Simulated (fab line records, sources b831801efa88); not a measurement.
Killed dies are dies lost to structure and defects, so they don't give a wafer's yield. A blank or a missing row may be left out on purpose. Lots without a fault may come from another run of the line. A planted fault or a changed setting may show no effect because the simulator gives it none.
Which tool did it? | flow sky130 | 13 lots, 39 wafers sampled, at 5 steps of a route of 708

WHAT THE GAUGES READ, wafer by wafer
SKY_FIELD_ISO_THK_MEAS_25.
lot  | measured    | on            | FIELD_ISO_CVD_24_THK (nm)
L147 | day 2 09:18 | film_metro-04 | 595 590 587
L149 | day 2 21:59 | film_metro-04 | 594 590 591
L150 | day 2 21:59 | film_metro-01 | 592 589 588
L155 | day 4 02:13 | film_metro-01 | 601 600 602
L156 | day 4 07:26 | film_metro-04 | 600 604 599
L159 | day 5 00:13 | film_metro-01 | 603 596 593
L160 | day 5 04:19 | film_metro-01 | 591 592 601
L162 | day 5 16:13 | film_metro-02 | 597 594 592
L164 | day 6 02:35 | film_metro-04 | 588 594 601
L166 | day 6 09:43 | film_metro-02 | 602 602 591
L168 | day 6 22:07 | film_metro-04 | 605 594 605
L169 | day 7 00:31 | film_metro-04 | 595 591 597
L170 | day 7 09:04 | film_metro-02 | 606 603 603

SKY_NWELL_TW_MEAS_26.
lot  | measured     | on            | NWELL_2_TW
L147 | day 5 08:23  | film_metro-04 | 501.0 505.7 501.2
L149 | day 5 23:43  | film_metro-03 | 501.9 501.0 502.2
L150 | day 5 23:59  | film_metro-02 | 499.9 497.8 501.9
L155 | day 7 09:10  | film_metro-03 | 505.9 500.0 502.8
L156 | day 7 15:49  | film_metro-04 | 385.6 385.9 387.1
L159 | day 8 14:04  | film_metro-04 | 388.1 386.8 386.8
L160 | day 8 18:32  | film_metro-03 | 499.1 500.8 497.9
L162 | day 9 05:08  | film_metro-04 | 502.0 503.1 503.4
L164 | day 9 17:44  | film_metro-04 | 504.6 508.0 503.9
L166 | day 10 02:57 | film_metro-02 | 493.5 496.1 494.0
L168 | day 10 14:35 | film_metro-03 | 503.7 503.5 503.5
L169 | day 10 19:44 | film_metro-03 | 501.4 503.2 502.2
L170 | day 11 10:34 | film_metro-02 | 498.8 501.4 498.9

SKY_VT_ADJUST_LVTN_TW_MEAS_10.
lot  | measured     | on            | VT_ADJUST_LVTN_TW
L147 | day 6 22:29  | film_metro-03 | 243.0 244.9 245.6
L149 | day 7 15:22  | film_metro-04 | 244.2 243.3 243.8
L150 | day 7 16:50  | film_metro-03 | 244.8 245.6 245.2
L155 | day 9 03:17  | film_metro-03 | 244.2 243.4 243.5
L156 | day 9 11:05  | film_metro-04 | 245.2 245.0 246.4
L159 | day 10 10:47 | film_metro-01 | 242.0 240.8 241.6
L160 | day 10 15:29 | film_metro-03 | 243.5 244.8 244.2
L162 | day 11 02:14 | film_metro-03 | 245.2 243.2 243.3
L164 | day 11 16:44 | film_metro-01 | 239.8 239.7 241.2
L166 | day 12 02:38 | film_metro-04 | 245.4 245.5 245.1
L168 | day 12 14:26 | film_metro-04 | 246.6 245.2 245.2
L169 | day 12 20:44 | film_metro-03 | 243.4 244.5 245.0
L170 | day 13 12:52 | film_metro-03 | 241.2 242.4 241.8

SKY_VT_ADJUST_LVTN_OVL_MEAS_18.
lot  | measured     | on         | VT_ADJUST_LVTN_01_OVL (nm)
L147 | day 7 17:54  | overlay-02 | 0.0 0.9 0.2
L149 | day 8 11:59  | overlay-01 | -1.3 -0.4 -0.7
L150 | day 8 13:08  | overlay-01 | 1.0 1.3 0.5
L155 | day 10 00:59 | overlay-01 | 1.4 0.8 1.0
L156 | day 10 09:38 | overlay-01 | 2.3 1.2 1.8
L159 | day 11 09:35 | overlay-01 | -0.3 -0.6 0.2
L160 | day 11 14:18 | overlay-01 | -0.6 -0.6 1.3
L162 | day 12 01:59 | overlay-02 | 2.2 0.9 1.5
L164 | day 12 16:45 | overlay-01 | 0.3 0.1 1.6
L166 | day 13 03:22 | overlay-01 | -0.9 0.1 -0.2
L168 | day 13 16:15 | overlay-02 | -2.3 -1.1 -1.2
L169 | day 13 21:54 | overlay-01 | 3.3 -0.1 0.6
L170 | day 14 14:56 | overlay-01 | -0.3 -1.9 -1.1

WHICH TOOL RAN EACH LOT (tool, then ch and the chambers of the sampled wafers, then the start)
lot  | SKY_NWELL_IMPLANT_24
L147 | implanter-01 ch 0, day 5 08:09
L149 | implanter-01 ch 0, day 5 23:28
L150 | implanter-04 ch 0, day 5 23:44
L155 | implanter-03 ch 0, day 7 08:55
L156 | implanter-01 ch 0, day 7 15:34
L159 | implanter-01 ch 0, day 8 13:49
L160 | implanter-03 ch 0, day 8 18:19
L162 | implanter-03 ch 0, day 9 04:53
L164 | implanter-04 ch 0, day 9 17:31
L166 | implanter-03 ch 0, day 10 02:44
L168 | implanter-04 ch 0, day 10 14:22
L169 | implanter-03 ch 0, day 10 19:29
L170 | implanter-03 ch 0, day 11 10:19
- SKY_NWELL_IMPLANT_24

WHAT THE TOOLS THEMSELVES READ (means of the sampled wafers that have a number; where no wafer has one, the mark that the record gives instead)
SKY_NWELL_IMPLANT_24.
lot  | tool         | dose_ions_cm2 | faraday_current_uA
L147 | implanter-01 | 9.196e+12     | 50.7
L149 | implanter-01 | 9.199e+12     | 52.7
L150 | implanter-04 | 9.198e+12     | 52.5
L155 | implanter-03 | 9.197e+12     | 51.1
L156 | implanter-01 | 3.970e+12     | 22.3
L159 | implanter-01 | 3.969e+12     | 22.3
L160 | implanter-03 | 9.204e+12     | 52.0
L162 | implanter-03 | 9.180e+12     | 52.4
L164 | implanter-04 | 9.191e+12     | 52.0
L166 | implanter-03 | 9.193e+12     | 53.0
L168 | implanter-04 | 9.198e+12     | 51.7
L169 | implanter-03 | 9.197e+12     | 52.8
L170 | implanter-03 | 9.210e+12     | 51.0

THE ANSWER, worked out from the rows above alone
Rule: what is usual is taken from the lots themselves. Put in order of their means at a reading, lots are off if they are a third of the lots or fewer, leave a main group of 4 or more, and stand apart from it by a gap of 3 or more times the standard deviation of the main group's means; of several such gaps the widest counts. A main group whose means are all the same, to the digits that the tables above print for the reading, isn't used. A lot without any number at a reading at which 4 lots or more have one is off too. The other lots that the step has rows for count as sound. The gauges are gone through in route order, then the tools' own readings, and for those a lot's mean is taken as printed above. The first step at which some lot is off is used, and at that step the reading that is off furthest; a lot without a number counts as furthest.
Off: L156, L159, at SKY_NWELL_TW_MEAS_26 (NWELL_2_TW). The main group: mean 501.3, standard deviation 2.8.
A tool fits if, at a process step before that reading, it ran every lot that is off, and no sound lot after the first of them. The gauges at SKY_NWELL_TW_MEAS_26 aren't tried: what is off there is off at SKY_NWELL_IMPLANT_24 too, on other tools, and a gauge's error can't cause that. One fits: implanter-01 at SKY_NWELL_IMPLANT_24. Its last sound lot is L149 (day 5 23:28), its first lot that is off L156 (day 7 15:34): a fault that began between those two fits.
The tool's own readings at SKY_NWELL_IMPLANT_24 bear it out: on the lots that are off they differ by more than 5 times the standard deviation of the sound lots' means. dose_ions_cm2 reads 3.970e+12 there against 9.197e+12 on the sound lots; faraday_current_uA reads 22.3 there against 52.0 on the sound lots.

WHAT THE SIMULATOR HAD PUT IN
Process parameter drift: implanter-01, from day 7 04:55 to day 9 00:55, at SKY_NWELL_IMPLANT_24. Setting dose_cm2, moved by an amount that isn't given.
Lots struck among those shown: L156, L159. The rule above found the same.
